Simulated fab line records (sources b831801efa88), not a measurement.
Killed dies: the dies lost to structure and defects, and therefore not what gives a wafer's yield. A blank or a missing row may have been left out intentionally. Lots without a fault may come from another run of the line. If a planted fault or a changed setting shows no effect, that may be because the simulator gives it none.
Which tool was responsible?	flow gf180mcu	13 lots with 39 wafers sampled at 4 steps, on a route of 602 steps

WHAT THE GAUGES READ, wafer by wafer
GF_VT_IMPLANT_TW_MEAS_32.
lot	measured	on	VT_IMPLANT_3_TW
L740	day 7 20:45	filmMetro-04	262.9 263.6 264.1
L741	day 8 06:53	filmMetro-04	263.8 264.1 263.5
L744	day 9 01:24	filmMetro-04	263.5 262.3 262.5
L747	day 9 15:37	filmMetro-01	267.4 267.7 268.2
L748	day 10 00:31	filmMetro-04	262.5 262.2 262.8
L751	day 10 17:16	filmMetro-01	266.8 266.9 267.0
L752	day 10 23:48	filmMetro-01	267.6 269.5 269.0
L753	day 11 05:21	filmMetro-01	268.7 268.0 267.7
L758	day 12 11:14	filmMetro-04	264.4 263.7 264.1
L759	day 12 15:22	filmMetro-04	264.2 263.1 263.2
L760	day 12 22:25	filmMetro-04	264.4 265.2 262.0
L762	day 13 11:50	filmMetro-01	269.6 268.4 268.6
L763	day 13 14:28	filmMetro-04	263.3 262.3 261.2

GF_DUAL_GATE_OVL_MEAS_11.
lot	measured	on	DUAL_GATE_OVL (nm)
L740	day 9 10:19	overlay-01	0.8 0.0 -0.5
L741	day 9 22:01	overlay-02	1.3 -0.2 -0.8
L744	day 10 16:55	overlay-01	0.1 -1.4 -0.9
L747	day 11 11:04	overlay-01	-0.9 -1.0 -0.4
L748	day 11 17:27	overlay-01	-0.7 -0.5 0.0
L751	day 12 10:29	overlay-02	-1.3 -2.4 -1.2
L758	day 14 07:32	overlay-01	-0.7 -0.8 1.8
L759	day 14 16:22	overlay-01	0.7 -2.7 -2.2
L760	day 14 21:40	overlay-01	1.0 0.8 -0.3
L762	day 15 10:01	overlay-02	-1.5 -0.5 -1.4
L763	day 15 10:58	overlay-01	1.8 0.6 -1.6

WHAT TOOL EACH LOT RAN ON (gives the tool, then ch and the chambers of the sampled wafers, and finally the start)
lot	GF_VT_IMPLANT_STRIP_20	GF_VT_IMPLANT_STRIP_42
L740	plasmaAsher-04 ch 0,1, day 7 01:48	plasmaAsher-01 ch 0,1, day 8 14:19
L741	plasmaAsher-01 ch 0,1, day 7 13:00	plasmaAsher-01 ch 0,1, day 8 23:47
L744	plasmaAsher-01 ch 0,1, day 8 08:08	plasmaAsher-04 ch 0,1, day 9 19:03
L747	plasmaAsher-04 ch 0,1, day 8 21:56	plasmaAsher-01 ch 0,1, day 10 10:03
L748	plasmaAsher-03 ch 0,1, day 9 06:10	plasmaAsher-04 ch 0,1, day 10 19:36
L751	plasmaAsher-04 ch 0,1, day 9 22:53	plasmaAsher-04 ch 0,1, day 11 12:43
L752	plasmaAsher-01 ch 0,1, day 10 04:56	plasmaAsher-01 ch 0,1, day 11 19:34
L753	plasmaAsher-03 ch 0,1, day 10 10:21	plasmaAsher-04 ch 0,1, day 12 01:17
L758	plasmaAsher-04 ch 0,1, day 11 15:16	plasmaAsher-01 ch 0,1, day 13 07:53
L759	plasmaAsher-04 ch 0,1, day 11 19:30	plasmaAsher-01 ch 0,1, day 13 12:39
L760	plasmaAsher-03 ch 0,1, day 12 02:04	plasmaAsher-01 ch 0,1, day 13 19:37
L762	plasmaAsher-03 ch 0,1, day 12 14:38	plasmaAsher-03 ch 0,1, day 14 09:02
L763	plasmaAsher-04 ch 0,1, day 12 17:50	plasmaAsher-01 ch 0,1, day 14 11:20
- GF_VT_IMPLANT_STRIP_20: strips in O2/N2.
- GF_VT_IMPLANT_STRIP_42: strips in O2/N2.

AS READ BY THE TOOLS THEMSELVES (means over the sampled wafers that have a number; for cases with no such wafer, the mark the record gives instead)
GF_VT_IMPLANT_STRIP_20.
lot	tool	chamberPressureMTorr (mTorr)	drypumpMotorCurrentA (A)	heaterPowerW (W)	oesProductAu (a.u.)	stripTimeToEndpointS (s)
L740	plasmaAsher-04	1498.4	5.7	404	0.712	12.64
L741	plasmaAsher-01	1499.3	5.6	411	0.718	12.67
L744	plasmaAsher-01	1499.9	5.5	415	0.715	12.65
L747	plasmaAsher-04	1500.0	5.7	398	0.713	12.66
L748	plasmaAsher-03	1499.6	5.4	321	0.719	12.62
L751	plasmaAsher-04	1500.0	5.7	401	0.714	12.61
L752	plasmaAsher-01	1500.2	5.6	439	0.713	12.60
L753	plasmaAsher-03	1500.8	5.4	331	0.718	12.64
L758	plasmaAsher-04	1499.6	5.7	392	0.711	12.58
L759	plasmaAsher-04	1499.2	5.4	365	0.717	12.65
L760	plasmaAsher-03	1500.6	5.4	331	0.716	12.62
L762	plasmaAsher-03	1500.1	5.4	330	0.718	12.55
L763	plasmaAsher-04	1500.3	5.3	364	0.719	12.68

GF_VT_IMPLANT_STRIP_42.
lot	tool	chamberPressureMTorr (mTorr)	drypumpMotorCurrentA (A)	heaterPowerW (W)	oesProductAu (a.u.)	stripTimeToEndpointS (s)
L740	plasmaAsher-01	1501.2	5.63	428	0.714	12.63
L741	plasmaAsher-01	1500.1	5.55	418	0.720	12.70
L744	plasmaAsher-04	1499.9	5.64	402	0.714	12.66
L747	plasmaAsher-01	1500.7	5.63	431	0.715	12.64
L748	plasmaAsher-04	1500.0	5.66	400	0.718	12.64
L751	plasmaAsher-04	1498.4	5.35	363	0.716	12.65
L752	plasmaAsher-01	-	-	-	-	-
L753	plasmaAsher-04	-	-	-	-	-
L758	plasmaAsher-01	1498.7	5.64	434	0.714	12.60
L759	plasmaAsher-01	1499.6	5.57	412	0.715	12.59
L760	plasmaAsher-01	1500.3	5.63	436	0.715	12.62
L762	plasmaAsher-03	1499.0	5.38	320	0.720	12.61
L763	plasmaAsher-01	1500.9	5.56	421	0.718	12.64

THE ANSWER, worked out from the rows above alone
Rule: the usual values come from the lots themselves. Put in order of their means at a reading, lots are off if they are a third of the lots or fewer, leave a main group of 4 or more, and stand apart from it by a gap of 3 or more times the standard deviation of the main group's means; of several such gaps the widest counts. The tables above print the reading to a certain number of digits; a main group whose means all agree to those digits is not used. A lot without any number at a reading at which 4 lots or more have one is off too. The other lots that the step has rows for count as sound. Order of review: gauges by route order, followed by the tools' own readings, for which a lot's mean as printed above is used. The first step at which some lot is off is used, and at that step the reading that is off furthest; a lot without a number counts as furthest.
Off: L752, L753, at GF_VT_IMPLANT_STRIP_42 (chamberPressureMTorr). Without a number there: L752, L753. Main group: mean 1499.9 mTorr, sd 0.86.
A tool fits if, at that step or a process step before it, it ran every lot that is off, and no sound lot after the first of them. Not one of the candidates tried fits.

WHAT THE SIMULATOR HAD PUT IN
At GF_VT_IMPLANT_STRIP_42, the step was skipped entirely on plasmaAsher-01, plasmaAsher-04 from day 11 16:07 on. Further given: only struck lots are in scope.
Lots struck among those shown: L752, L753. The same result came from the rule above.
